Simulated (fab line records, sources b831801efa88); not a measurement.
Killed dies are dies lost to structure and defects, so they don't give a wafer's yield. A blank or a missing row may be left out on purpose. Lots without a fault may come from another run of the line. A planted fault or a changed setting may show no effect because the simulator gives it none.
Problem report in the 8D (eight disciplines) form, filled by code | flow sky130 | the parts of the form that need people (team, actions taken, sign-off) are left out

1. THE PROBLEM
killed_at_front_end at SKY_PAD_OPEN_PROBE_99 reads a mean of 56 on 6 wafers of 2 lots; wafers without a fault read 16 with a standard deviation of 5. That is +7.9 standard deviations from the usual mean.
First seen on wafer L865.2, day 50 00:18, on prober-02. The record holds 33 wafers of 11 lots with a number at this step. Rule for "out", or "out of limits": more than 4 standard deviations from the usual mean. The other wafers with a number count as sound.

2. WHAT IT IS AND WHAT IT IS NOT
question                    | is                     | is not
which readings at this step | killed_at_front_end    | killed_at_M0_to_M3, killed_at_M4_up, killed_at_other, killed_open, killed_short
which lots                  | L865, L866             | L849, L851, L853, L855, L856, L858, L868, L869, L872
which wafers of those lots  | all that have a number | -
read on which tools         | prober-01, prober-02   | -
when                        | from day 50 00:18      | up to then (18 sound wafers); but 9 sound wafers of L868, L869, L872 came after

3. SUSPECTS, AND WHAT RULES EACH OUT
Counting: a tool at a process step up to the reading stays a suspect if it ran every lot that is out and no sound lot after the first of them.
- plasma_asher-04 at SKY_VT_ADJUST_HVTR_STRIP_10 (strips in O2/N2): kept. It ran every lot that is out, first L865 (day 14 13:46), and no sound lot after that; its last sound lot up to then is L858 (day 12 12:05).
Left after counting: plasma_asher-04 at SKY_VT_ADJUST_HVTR_STRIP_10.

4. THE CAUSE (what the simulator had put in)
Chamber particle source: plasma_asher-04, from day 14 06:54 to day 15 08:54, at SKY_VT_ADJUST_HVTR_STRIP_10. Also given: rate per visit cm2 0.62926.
Counting left only this tool.

5. THE CHAIN OF EFFECTS, in route order
Each row: a reading whose mean over the struck wafers that have a number lies more than 3 standard deviations from the usual. Only readings for which the record gives a usual standard deviation are gone through. hours: the time from each lot's start at the first step in this table that gives one to its start at this step, as a median over the lots. sigmas: the change in usual standard deviations.
hours | step                  | reading             | usual | on struck wafers | change | sigmas
0     | SKY_PAD_OPEN_PROBE_99 | killed_at_front_end | 16    | 56               | +40    | +7.9
0     | SKY_PAD_OPEN_PROBE_99 | killed_dies         | 87    | 125              | +38    | +3.8
The process steps in it:
- SKY_PAD_OPEN_PROBE_99

6. WHAT WOULD HAVE CAUGHT IT SOONER
In this record the first reading out of limits was taken at day 50 00:18, 857 hours after the fault began at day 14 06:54.
Of the tool readings at SKY_VT_ADJUST_HVTR_STRIP_10 for which the record gives a usual standard deviation, none was out on any struck wafer, so an alarm limit of 4 standard deviations on them would not have fired.
All the lots that are out (2) had begun SKY_VT_ADJUST_HVTR_STRIP_10 on plasma_asher-04 by day 50 00:18. A hold on the tool at that time would have spared none of them.
